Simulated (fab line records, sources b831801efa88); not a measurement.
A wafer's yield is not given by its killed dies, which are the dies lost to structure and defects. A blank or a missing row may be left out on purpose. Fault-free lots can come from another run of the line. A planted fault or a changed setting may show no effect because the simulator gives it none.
Matching of chambers :: flow sky130 :: SKY_PASSIVATION_CVD_00 on pecvd-02 has 3 sister chambers
The step deposits SiO2, target thk 90 nm. 6 wafers are shown with their chamber, then 8 later ones without.

== WAFERS PAIRED WITH THEIR CHAMBERS ==
wafer: L091.1
chamber: 2
heater power w (W): 611

wafer: L091.5
chamber: 1
heater power w (W): 798

wafer: L092.1
chamber: 0
heater power w (W): 698

wafer: L092.4
chamber: 0
heater power w (W): 699

wafer: L092.6
chamber: 2
heater power w (W): 614

wafer: L093.1
chamber: 1
heater power w (W): 736

== WAFERS WITH NO CHAMBER GIVEN ==
wafer: L093.2
heater power w (W): 614

wafer: L093.3
heater power w (W): 599

wafer: L096.1
heater power w (W): 738

wafer: L096.2
heater power w (W): 570

wafer: L096.3
heater power w (W): 705

wafer: L096.4
heater power w (W): 729

wafer: L096.5
heater power w (W): 555

wafer: L096.6
heater power w (W): 727

== WHICH CHAMBER EACH ONE RAN IN ==
wafer: L093.2
from the rows above: 2
in truth: 2

wafer: L093.3
from the rows above: 2
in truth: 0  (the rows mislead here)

wafer: L096.1
from the rows above: can't be placed: 1 or 0
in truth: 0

wafer: L096.2
from the rows above: 2
in truth: 2

wafer: L096.3
from the rows above: 0
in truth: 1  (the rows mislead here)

wafer: L096.4
from the rows above: can't be placed: 0 or 1
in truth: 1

wafer: L096.5
from the rows above: 2
in truth: 2

wafer: L096.6
from the rows above: can't be placed: 0 or 1
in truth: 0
Placed correctly: 3 of 8. Not placeable from these rows: 3 (in 3, the candidates include the true chamber). Number placed wrongly: 2.
How it was worked out, from the rows above alone: a wafer's distance from a chamber is the root of the sum, over the readings, of the square of ((its reading less the chamber's mean) divided by the reading's scatter). If the next closest chamber is less than 2 further off than the closest, the wafer can't be placed; otherwise it belongs to the closest. A chamber's mean is the mean of its shown wafers. The scatter is the square root of a quotient: the sum, over the shown wafers, of each reading's squared deviation from its chamber's mean, divided by wafers minus chambers.
